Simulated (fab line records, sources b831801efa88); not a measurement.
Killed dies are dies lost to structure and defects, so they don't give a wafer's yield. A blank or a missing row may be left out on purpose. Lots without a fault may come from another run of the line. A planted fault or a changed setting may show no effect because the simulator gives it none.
Which tool did it? | flow sky130 | 6 lots, 18 wafers sampled, at 2 steps of a route of 708

WHAT THE GAUGES READ, wafer by wafer
SKY_LDD_HVP_OVL_MEAS_07.
lot  | measured     | on         | LDD_HVP_OVL (nm)
L170 | day 21 15:26 | overlay-01 | 0.6 -0.2 1.1
L172 | day 22 20:23 | overlay-01 | 0.1 0.7 -1.8
L174 | day 23 10:44 | overlay-02 | -0.4 0.1 -1.2
L176 | day 24 16:47 | overlay-02 | 41.4 40.3 39.0
L183 | day 26 19:35 | overlay-01 | -0.4 0.0 0.9
L190 | day 29 03:35 | overlay-02 | -1.1 -3.1 -3.2

WHICH TOOL RAN EACH LOT (tool, then ch and the chambers of the sampled wafers, then the start)
lot  | SKY_LDD_HVP_EXPOSE_04
L170 | iline_stepper-02 ch 0, day 21 00:23
L172 | iline_stepper-02 ch 0, day 22 05:19
L174 | iline_stepper-02 ch 0, day 22 18:50
L176 | iline_stepper-01 ch 0, day 24 02:58
L183 | iline_stepper-02 ch 0, day 26 05:43
L190 | iline_stepper-02 ch 0, day 28 14:14
- SKY_LDD_HVP_EXPOSE_04: exposes mask HVPTM, target cd 700 nm.

THE ANSWER, worked out from the rows above alone
Rule: what is usual is taken from the lots themselves. Put in order of their means at a reading, lots are off if they are a third of the lots or fewer, leave a main group of 4 or more, and stand apart from it by a gap of 3 or more times the standard deviation of the main group's means; of several such gaps the widest counts. A main group whose means are all the same, to the digits that the tables above print for the reading, isn't used. A lot without any number at a reading at which 4 lots or more have one is off too. The other lots that the step has rows for count as sound.
Off: L176, at SKY_LDD_HVP_OVL_MEAS_07 (LDD_HVP_OVL). The main group: mean -0.5 nm, standard deviation 1.
A tool fits if, at a process step before that reading, it ran every lot that is off, and no sound lot after the first of them. The gauges at SKY_LDD_HVP_OVL_MEAS_07 are tried like those tools. One fits: iline_stepper-01 at SKY_LDD_HVP_EXPOSE_04. It ran no sound lot before its first lot that is off in this sample, so the start can't be narrowed down.

WHAT THE SIMULATOR HAD PUT IN
Scanner matching overlay: iline_stepper-01, from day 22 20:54 on, at SKY_LDD_HVP_EXPOSE_04. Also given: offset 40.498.
Lots struck among those shown: L176. The rule above found the same.
